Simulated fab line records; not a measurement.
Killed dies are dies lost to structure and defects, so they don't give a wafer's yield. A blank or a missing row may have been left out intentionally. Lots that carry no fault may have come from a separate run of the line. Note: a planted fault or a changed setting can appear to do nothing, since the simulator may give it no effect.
Which tool did it? :: flow sfq_line :: 42 wafers sampled from 14 lots at 1 step of a route of 325

WHAT THE GAUGES READ, wafer by wafer
The record lacks any reading of a measuring or inspecting step that a usual standard deviation could be used to judge.

EACH LOT AND THE TOOL THAT RAN IT (in order: tool; ch and the chambers of the sampled wafers; start)
lot: L756
SFQ_TRILAYER_I2_VIA_STRIP_STRIP_071: rie_metal-04 ch 0,1, day 39 01:45

lot: L757
SFQ_TRILAYER_I2_VIA_STRIP_STRIP_071: rie_metal-03 ch 0,1, day 39 12:45

lot: L758
SFQ_TRILAYER_I2_VIA_STRIP_STRIP_071: rie_metal-04 ch 0, day 39 14:57

lot: L759
SFQ_TRILAYER_I2_VIA_STRIP_STRIP_071: rie_metal-04 ch 0,1, day 39 17:33

lot: L760
SFQ_TRILAYER_I2_VIA_STRIP_STRIP_071: rie_metal-03 ch 0,1, day 39 18:33

lot: L762
SFQ_TRILAYER_I2_VIA_STRIP_STRIP_071: rie_metal-04 ch 0,1, day 40 02:57

lot: L765
SFQ_TRILAYER_I2_VIA_STRIP_STRIP_071: rie_metal-03 ch 1, day 40 13:45

lot: L769
SFQ_TRILAYER_I2_VIA_STRIP_STRIP_071: rie_metal-03 ch 0,1, day 43 01:44

lot: L770
SFQ_TRILAYER_I2_VIA_STRIP_STRIP_071: rie_metal-01 ch 0,1, day 43 04:08

lot: L771
SFQ_TRILAYER_I2_VIA_STRIP_STRIP_071: rie_metal-01 ch 0,1, day 43 23:20

lot: L772
SFQ_TRILAYER_I2_VIA_STRIP_STRIP_071: rie_metal-04 ch 0,1, day 44 04:20

lot: L773
SFQ_TRILAYER_I2_VIA_STRIP_STRIP_071: rie_metal-01 ch 0,1, day 44 13:44

lot: L776
SFQ_TRILAYER_I2_VIA_STRIP_STRIP_071: rie_metal-03 ch 0, day 45 11:08

lot: L779
SFQ_TRILAYER_I2_VIA_STRIP_STRIP_071: rie_metal-03 ch 0,1, day 47 00:22
- SFQ_TRILAYER_I2_VIA_STRIP_STRIP_071: strips in O2.

AS READ BY THE TOOLS THEMSELVES (means over the sampled wafers that have a number; for cases with no such wafer, the mark the record gives instead)
SFQ_TRILAYER_I2_VIA_STRIP_STRIP_071. Usual: chamber_pressure_mTorr 50.01 mTorr, standard deviation 0.049; drypump_motor_current_A 5.8 A, standard deviation 0.46; he_backside_leak_sccm 3.5 sccm, standard deviation 0.35; oes_product_au 1.000 a.u., standard deviation 0.0095.
lot: L756
tool: rie_metal-04
chamber_pressure_mTorr (mTorr): 49.99
drypump_motor_current_A (A): 6.2
he_backside_leak_sccm (sccm): 3.4
oes_product_au (a.u.): 1.005
flag: 

lot: L757
tool: rie_metal-03
chamber_pressure_mTorr (mTorr): 50.01
drypump_motor_current_A (A): 5.3
he_backside_leak_sccm (sccm): 3.5
oes_product_au (a.u.): 0.988
flag: 

lot: L758
tool: rie_metal-04
chamber_pressure_mTorr (mTorr): 50.05
drypump_motor_current_A (A): 6.2
he_backside_leak_sccm (sccm): 3.5
oes_product_au (a.u.): 0.997
flag: 

lot: L759
tool: rie_metal-04
chamber_pressure_mTorr (mTorr): 49.96
drypump_motor_current_A (A): 6.2
he_backside_leak_sccm (sccm): 3.3
oes_product_au (a.u.): 1.007
flag: 

lot: L760
tool: rie_metal-03
chamber_pressure_mTorr (mTorr): 49.93
drypump_motor_current_A (A): 5.4
he_backside_leak_sccm (sccm): 3.3
oes_product_au (a.u.): 1.001
flag: 

lot: L762
tool: rie_metal-04
chamber_pressure_mTorr (mTorr): 50.00
drypump_motor_current_A (A): 6.2
he_backside_leak_sccm (sccm): 3.5
oes_product_au (a.u.): 1.000
flag: 

lot: L765
tool: rie_metal-03
chamber_pressure_mTorr (mTorr): 49.97
drypump_motor_current_A (A): 5.2
he_backside_leak_sccm (sccm): 3.5
oes_product_au (a.u.): 0.996
flag: 

lot: L769
tool: rie_metal-03
chamber_pressure_mTorr (mTorr): 50.01
drypump_motor_current_A (A): 5.4
he_backside_leak_sccm (sccm): 3.5
oes_product_au (a.u.): 0.991
flag: 

lot: L770
tool: rie_metal-01
chamber_pressure_mTorr (mTorr): 49.99
drypump_motor_current_A (A): 6.2
he_backside_leak_sccm (sccm): 3.8
oes_product_au (a.u.): 1.003
flag: 

lot: L771
tool: rie_metal-01
chamber_pressure_mTorr (mTorr): -
drypump_motor_current_A (A): -
he_backside_leak_sccm (sccm): -
oes_product_au (a.u.): -
flag: OFF

lot: L772
tool: rie_metal-04
chamber_pressure_mTorr (mTorr): -
drypump_motor_current_A (A): -
he_backside_leak_sccm (sccm): -
oes_product_au (a.u.): -
flag: OFF

lot: L773
tool: rie_metal-01
chamber_pressure_mTorr (mTorr): 50.00
drypump_motor_current_A (A): 5.8
he_backside_leak_sccm (sccm): 3.6
oes_product_au (a.u.): 0.994
flag: 

lot: L776
tool: rie_metal-03
chamber_pressure_mTorr (mTorr): 50.00
drypump_motor_current_A (A): 5.4
he_backside_leak_sccm (sccm): 3.3
oes_product_au (a.u.): 0.985
flag: 

lot: L779
tool: rie_metal-03
chamber_pressure_mTorr (mTorr): 50.00
drypump_motor_current_A (A): 5.4
he_backside_leak_sccm (sccm): 3.3
oes_product_au (a.u.): 0.995
flag: 

THE ANSWER, worked out from the rows above alone
Rule: a lot is off if the mean of its wafers that have a number lies more than 3 standard deviations from the usual mean. A lot without any number at a reading at which 4 lots or more have one is off too. Any other lot the step has rows for is counted as sound. Order of review: gauges by route order, followed by the tools' own readings, for which a lot's mean as printed above is used. The first step at which some lot is off is used, and at that step the reading that is off furthest; a lot without a number counts as furthest.
Off: L771, L772, at SFQ_TRILAYER_I2_VIA_STRIP_STRIP_071 (chamber_pressure_mTorr). Without a number there: L771, L772.
If a tool, at that step or one of the process steps before it, ran each lot that is off and ran no sound lot following the first of them, it fits. Not one of the candidates tried fits.

WHAT THE SIMULATOR HAD PUT IN
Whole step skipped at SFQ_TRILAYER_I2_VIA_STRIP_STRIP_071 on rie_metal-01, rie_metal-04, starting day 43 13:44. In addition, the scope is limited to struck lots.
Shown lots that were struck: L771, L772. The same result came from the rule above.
